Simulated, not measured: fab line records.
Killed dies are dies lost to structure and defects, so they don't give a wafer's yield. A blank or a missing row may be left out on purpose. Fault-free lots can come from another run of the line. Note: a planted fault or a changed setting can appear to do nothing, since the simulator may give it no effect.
Comparing a struck lot with a sound one	flow sfq line	14 steps out of a route of 325
Sound: the wafers L602.1, L602.2, L602.6. Struck: wafer L611.4. (L611.2 of the same lot was not struck and is left out.) The cause comes at the end.
Per side, at each step with rows, come the tool, then ch with its chambers, and then its first start. Under that, the readings that differ: sound wafers	struck wafers	difference of the means	sigmas: that difference in standard deviations of wafers without a fault.
alike: readings with means less than 2 such deviations apart, plus words and numbers identical on both sides. not compared: withheld readings, readings lacking a value on some wafer, bounds such as >300 that could conceal the same value, and numbers that have no deviation in the record and whose values overlap.
The two part at a step that has a row with sigmas, a row that says differs or no value, or rows on one side only. Numbers that don't overlap but have no deviation are shown without sigmas and don't part them. A reading that every wafer of one side lacks parts them only if that side has two wafers or more.

first, 7 steps without rows for these wafers: SFQ_TRILAYER_JJ_CE_STRIP_SOLV_CLEAN_121 (cleans in NMP, time 600 s); SFQ_TRILAYER_M5_LITHO_COAT_128 (resist thk 62 nm); SFQ_TRILAYER_M5_LITHO_COAT_123 (resist thk 600 nm); SFQ_TRILAYER_M5_LITHO_SOFTBAKE_127; SFQ_TRILAYER_M5_LITHO_EXPOSE_124 (exposes mask M5, target cd 700 nm); SFQ_TRILAYER_M5_LITHO_PEB_126 (peb time 60 s); SFQ_TRILAYER_M5_LITHO_DEVELOP_125 (time 60 s).
SFQ_M5_OVL_MEAS_932:
  sound on overlay-02, day 67 07:00; struck on overlay-02, day 69 04:46
  alike: M5_OVL
SFQ_TRILAYER_M5_BARC_OPEN_METAL_ETCH_161: etches BARC in O2, target depth 125 nm, time 41.7 s.
  sound on rie metal-04 ch 0,1, day 67 07:02; struck on rie metal-04 ch 0, day 69 04:47
reading	sound	struck	difference	sigmas
oes product au (a.u.)	0.685 0.679 0.683	0.695	+0.013	+3
  alike: drypump motor current A, he backside leak sccm
  not compared: rf hours counter h
SFQ_TRILAYER_M5_ETCH_METAL_ETCH_126: etches Nb in Cl2/BCl3, stops on SiO2, time 203.2 s, target depth 265 nm.
  sound on rie metal-04 ch 0,1, day 67 07:05; struck on rie metal-04 ch 0, day 69 04:51
  alike: drypump motor current A, he backside leak sccm, oes product au
  not compared: rf hours counter h
SFQ_TRILAYER_M5_STRIP_STRIP_127: strips in O2.
  sound on rie metal-04 ch 0,1, day 67 07:17; struck on rie metal-04 ch 0, day 69 05:02
  alike: drypump motor current A, he backside leak sccm, oes product au
  not compared: rf hours counter h
then, 1 step without rows for these wafers: SFQ_TRILAYER_M5_STRIP_SOLV_CLEAN_128 (cleans in NMP, time 600 s).
SFQ_TRILAYER_A5B_DEP_PECVD_129: deposits SiO2 from SiH4/N2O, time 133.33 s, target thk 600 nm.
  sound on pecvd-01 ch 0,2, day 67 08:05; struck on pecvd-01 ch 0, day 69 05:59
reading	sound	struck	difference	sigmas
run length s (s)	161.3 160.7 161.3	193.6	+32.5	+50
model.SiO2_of_TRILAYER_A5B_DEP_PECVD_129.thk nm (nm)	590.5 592.3 598.7	746.4	+152.6	
  alike: heater power w, throttle valve pct
  not compared: since wet clean h
SFQ_TRILAYER_A5B_CMP_CMP_130: polishes, stops on Nb, target thk 340.7 nm.
  sound on cmp-02 ch 0,1, day 67 11:04; struck on cmp-02 ch 3, day 69 06:25
  alike: motor current A

## WHERE THEY PART
Earliest at SFQ_TRILAYER_M5_BARC_OPEN_METAL_ETCH_161; latest, in this record, at SFQ_TRILAYER_A5B_DEP_PECVD_129. Later steps at which nothing parts them and some readings are alike: SFQ_TRILAYER_A5B_CMP_CMP_130.

WHY: the cause the simulator had injected
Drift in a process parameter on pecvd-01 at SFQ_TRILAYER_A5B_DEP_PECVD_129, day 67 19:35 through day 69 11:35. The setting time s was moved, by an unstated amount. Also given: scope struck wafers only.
